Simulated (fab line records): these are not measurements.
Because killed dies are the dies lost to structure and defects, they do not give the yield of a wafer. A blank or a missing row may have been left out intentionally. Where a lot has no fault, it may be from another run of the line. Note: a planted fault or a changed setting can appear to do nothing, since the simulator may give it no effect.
Chamber matching -- flow sky130 -- SKY_CONTACT_CMP_27 on cmp-02: 4 sister chambers
The step polishes, stops on SiO2, t overpolish 15 s, target thk 0 nm. 8 wafers are shown with their chamber, then 7 later ones without.

WAFERS, EACH WITH ITS CHAMBER
wafer,chamber,motorCurrentA (A),timeToEndpointS (s)
L375.1,2,10.9,83
L376.6,2,10.8,77
L385.4,3,9.4,87
L389.1,0,10.4,80
L389.4,1,11.3,81
L389.5,1,11.0,85
L388.1,3,9.7,81
L388.4,0,9.8,79

WAFERS WITHOUT THEIR CHAMBER
wafer,motorCurrentA (A),timeToEndpointS (s)
L388.5,10.9,78
L394.3,10.2,78
L394.5,10.0,80
L394.6,11.2,82
L396.1,11.1,83
L396.2,9.8,83
L396.3,11.2,81

WHICH CHAMBER EACH WENT THROUGH
wafer,from the rows above,in truth
L388.5,can't be placed: 2 or 1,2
L394.3,can't be placed: 0 or 2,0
L394.5,can't be placed: 0 or 3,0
L394.6,can't be placed: 1 or 2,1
L396.1,can't be placed: 1 or 2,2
L396.2,can't be placed: 3 or 0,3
L396.3,can't be placed: 1 or 2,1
Correctly placed: 0 of 7. Can't be placed from these rows: 7 (the true chamber is among the candidates in 7). Wrongly placed: 0.
How it was worked out, from the rows above alone: a wafer's distance from a chamber is the root of the sum, over the readings, of the square of ((its reading less the chamber's mean) divided by the reading's scatter). The wafer belongs to the nearest chamber; if the next one is less than 2 further off, it can't be placed. For every chamber, the mean is computed from those of its wafers that are shown. The scatter is the square root of a quotient: the sum, over the shown wafers, of each reading's squared deviation from its chamber's mean, divided by wafers minus chambers.
